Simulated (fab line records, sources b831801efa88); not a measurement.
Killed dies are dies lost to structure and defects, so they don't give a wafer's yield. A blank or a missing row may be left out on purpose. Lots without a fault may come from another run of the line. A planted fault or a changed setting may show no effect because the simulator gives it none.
Which tool did it? | flow gf180mcu | 13 lots, 39 wafers sampled, at 6 steps of a route of 602

WHAT THE GAUGES READ, wafer by wafer
GF_HV_LDD_CD_MEAS_19: target cd 400 nm. Usual: cd_nm 399.9 nm, standard deviation 2.5.
lot  | measured     | on        | cd_nm (nm)        | flag
L347 | day 10 12:48 | cd_sem-01 | 397.4 397.8 397.8 |
L348 | day 10 22:23 | cd_sem-02 | 398.8 400.8 399.7 |
L350 | day 11 14:43 | cd_sem-02 | 397.9 397.3 397.2 |
L351 | day 11 21:13 | cd_sem-01 | 403.4 401.9 403.8 |
L353 | day 12 11:50 | cd_sem-02 | 401.3 396.6 398.1 |
L355 | day 13 06:40 | cd_sem-01 | 401.0 403.2 403.6 |
L358 | day 14 07:42 | cd_sem-01 | 397.2 397.6 397.9 |
L362 | day 15 17:02 | cd_sem-02 | 398.2 399.1 397.9 |
L364 | day 16 10:35 | cd_sem-01 | 402.4 404.7 406.2 |
L365 | day 16 16:31 | cd_sem-01 | 395.9 397.3 398.4 |
L367 | day 17 04:44 | cd_sem-02 | 402.4 400.1 400.8 |
L368 | day 17 12:52 | cd_sem-01 | 397.7 400.5 400.8 |
L369 | day 17 21:13 | cd_sem-01 | 400.9 400.7 400.7 |

GF_HV_LDD_OVL_MEAS_20. Usual: HV_LDD_01_OVL 0.1 nm, standard deviation 1.4.
lot  | measured     | on         | HV_LDD_01_OVL (nm) | flag
L347 | day 10 12:55 | overlay-01 | 1.3 0.8 2.1        |
L348 | day 10 22:29 | overlay-02 | 2.0 -0.5 1.7       |
L350 | day 11 14:50 | overlay-01 | -0.5 -0.8 1.5      |
L351 | day 11 21:20 | overlay-02 | -0.2 -0.8 1.2      |
L353 | day 12 11:56 | overlay-01 | 0.1 0.3 -0.4       |
L355 | day 13 06:47 | overlay-01 | 0.0 -0.6 0.0       |
L358 | day 14 07:49 | overlay-02 | 0.0 -0.5 -2.6      |
L362 | day 15 17:08 | overlay-02 | -1.6 0.1 -1.8      |
L364 | day 16 10:41 | overlay-02 | 1.0 0.9 0.0        |
L365 | day 16 16:38 | overlay-02 | -2.7 -0.8 0.0      |
L367 | day 17 04:50 | overlay-02 | 0.0 1.8 -0.3       |
L368 | day 17 12:57 | overlay-02 | -0.2 1.3 -0.8      |
L369 | day 17 21:20 | overlay-02 | 1.4 0.3 1.7        |

GF_HV_LDD_RS_MEAS_53: measures by four-point-probe. Usual: HV_LDD_RS 419.0 ohm/sq, standard deviation 0.94.
lot  | measured     | on            | HV_LDD_RS (ohm/sq) | flag
L347 | day 12 03:20 | film_metro-01 | 420.5 420.4 420.0  |
L348 | day 12 13:43 | film_metro-04 | 418.1 418.8 418.7  |
L350 | day 13 06:51 | film_metro-01 | 420.2 419.9 419.9  |
L351 | day 13 14:39 | film_metro-04 | 418.5 418.8 421.0  |
L353 | day 14 05:23 | film_metro-02 | 419.5 419.0 418.4  |
L355 | day 15 00:58 | film_metro-04 | 419.1 418.9 420.6  |
L358 | day 16 02:53 | film_metro-01 | 420.1 419.2 419.2  |
L362 | day 17 14:39 | film_metro-01 | 417.2 417.7 416.7  |
L364 | day 18 11:15 | film_metro-02 | 416.9 418.4 418.0  |
L365 | day 18 15:44 | film_metro-01 | 419.8 420.0 419.8  |
L367 | day 19 05:04 | film_metro-02 | 418.9 420.0 419.3  |
L368 | day 19 14:11 | film_metro-02 | 418.0 418.5 418.2  |
L369 | day 19 23:16 | film_metro-02 | 418.9 419.2 419.1  |

GF_PSD_RS_MEAS_14: measures by four-point-probe. Usual: NSD_RS 46.14 ohm/sq, standard deviation 0.083.
lot  | measured     | on            | NSD_RS (ohm/sq)   | flag
L347 | day 13 23:52 | film_metro-04 | 46.11 46.07 46.15 |
L348 | day 14 09:46 | film_metro-02 | 46.19 46.24 46.05 |
L350 | day 15 02:52 | film_metro-04 | 46.28 46.20 46.27 |
L351 | day 15 12:21 | film_metro-04 | 46.19 46.16 46.14 |
L353 | day 16 03:35 | film_metro-02 | 46.04 46.08 46.18 |
L355 | day 17 01:02 | film_metro-03 | 46.11 46.14 46.09 |
L358 | day 18 04:06 | film_metro-02 | 46.18 45.93 46.00 |
L362 | day 19 17:45 | film_metro-02 | 46.00 46.15 46.11 |
L364 | day 20 15:11 | film_metro-03 | 41.45 41.47 41.41 | OFF
L365 | day 20 20:25 | film_metro-04 | 41.33 41.47 41.39 | OFF
L367 | day 21 09:38 | film_metro-03 | 41.13 41.12 41.06 | OFF
L368 | day 21 18:19 | film_metro-03 | 46.08 46.14 46.22 |
L369 | day 22 02:16 | film_metro-03 | 46.07 46.12 46.06 |

GF_PSD_RS_MEAS_15: measures by four-point-probe. Usual: PSD_RS 108.6 ohm/sq, standard deviation 0.3.
lot  | measured     | on            | PSD_RS (ohm/sq)   | flag
L347 | day 13 23:59 | film_metro-04 | 108.1 108.4 108.4 |
L348 | day 14 09:53 | film_metro-02 | 108.6 108.5 108.3 |
L350 | day 15 02:59 | film_metro-04 | 108.9 108.9 108.5 |
L351 | day 15 12:28 | film_metro-04 | 108.9 108.7 108.7 |
L353 | day 16 03:43 | film_metro-02 | 108.5 108.4 108.6 |
L355 | day 17 01:09 | film_metro-03 | 108.6 108.8 108.8 |
L358 | day 18 04:13 | film_metro-02 | 108.1 108.0 108.1 |
L362 | day 19 17:52 | film_metro-02 | 108.3 108.7 108.7 |
L364 | day 20 15:18 | film_metro-03 | 100.5 100.4 100.3 | OFF
L365 | day 20 20:32 | film_metro-04 | 99.9 99.8 100.5   | OFF
L367 | day 21 09:45 | film_metro-03 | 99.5 99.7 99.6    | OFF
L368 | day 21 18:26 | film_metro-03 | 108.7 108.8 108.6 |
L369 | day 22 02:23 | film_metro-03 | 108.5 108.6 108.5 |

WHICH TOOL RAN EACH LOT (tool, then ch and the chambers of the sampled wafers, then the start)
lot  | GF_PSD_RTA_13
L347 | rtp_anneal-01 ch 0, day 13 23:47
L348 | rtp_anneal-02 ch 0, day 14 09:37
L350 | rtp_anneal-02 ch 0, day 15 02:47
L351 | rtp_anneal-02 ch 0, day 15 12:16
L353 | rtp_anneal-01 ch 0, day 16 03:30
L355 | rtp_anneal-02 ch 0, day 17 00:57
L358 | rtp_anneal-02 ch 0, day 18 04:01
L362 | rtp_anneal-02 ch 0, day 19 17:35
L364 | rtp_anneal-02 ch 0, day 20 15:05
L365 | rtp_anneal-02 ch 0, day 20 20:20
L367 | rtp_anneal-02 ch 0, day 21 09:32
L368 | rtp_anneal-01 ch 0, day 21 18:13
L369 | rtp_anneal-01 ch 0, day 22 02:11
- GF_PSD_RTA_13: time 20 s.

WHAT THE TOOLS THEMSELVES READ (means of the sampled wafers that have a number; where no wafer has one, the mark that the record gives instead)
GF_PSD_RTA_13. Usual: lamp_power_pct 29.6 %, standard deviation 2.4; run_length_s 48.9 s, standard deviation 0.63; wafer_temp_C_max 1029.2, standard deviation 1.
lot  | tool          | lamp_power_pct (%) | run_length_s (s) | wafer_temp_C_max | flag
L347 | rtp_anneal-01 | 27.2               | 49.0             | 1030.2           |
L348 | rtp_anneal-02 | 32.1               | 50.9             | 1028.5           | OFF
L350 | rtp_anneal-02 | 32.1               | 48.6             | 1029.3           |
L351 | rtp_anneal-02 | 32.1               | 48.7             | 1028.5           |
L353 | rtp_anneal-01 | 27.2               | 48.7             | 1030.4           |
L355 | rtp_anneal-02 | 32.1               | 48.6             | 1028.8           |
L358 | rtp_anneal-02 | 32.1               | 48.6             | 1028.1           |
L362 | rtp_anneal-02 | 32.1               | 51.0             | 1029.2           | OFF
L364 | rtp_anneal-02 | 32.1               | 77.4             | 1028.5           | OFF
L365 | rtp_anneal-02 | 32.0               | 77.1             | 1028.0           | OFF
L367 | rtp_anneal-02 | 32.1               | 77.4             | 1028.4           | OFF
L368 | rtp_anneal-01 | 27.2               | 48.7             | 1029.6           |
L369 | rtp_anneal-01 | 27.2               | 48.8             | 1029.0           |

THE ANSWER, worked out from the rows above alone
Rule: a lot is off if the mean of its wafers that have a number lies more than 3 standard deviations from the usual mean. A lot without any number at a reading at which 4 lots or more have one is off too. The other lots that the step has rows for count as sound. The gauges are gone through in route order, then the tools' own readings, and for those a lot's mean is taken as printed above. The first step at which some lot is off is used, and at that step the reading that is off furthest; a lot without a number counts as furthest.
Off: L364, L365, L367, at GF_PSD_RS_MEAS_14 (NSD_RS).
A tool fits if, at a process step before that reading, it ran every lot that is off, and no sound lot after the first of them. The gauges at GF_PSD_RS_MEAS_14 aren't tried: what is off there is off at GF_PSD_RTA_13 too, on other tools, and a gauge's error can't cause that. One fits: rtp_anneal-02 at GF_PSD_RTA_13. Its last sound lot is L362 (day 19 17:35), its first lot that is off L364 (day 20 15:05): a fault that began between those two fits.
The tool's own readings at GF_PSD_RTA_13 bear it out: on the lots that are off they differ by more than 5 times the standard deviation of the sound lots' means. run_length_s reads 77.3 s there against 49.2 s on the sound lots.

WHAT THE SIMULATOR HAD PUT IN
Process parameter drift: rtp_anneal-02, from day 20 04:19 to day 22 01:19, at GF_PSD_RTA_13. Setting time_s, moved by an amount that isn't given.
Lots struck among those shown: L364, L365, L367. The rule above found the same.
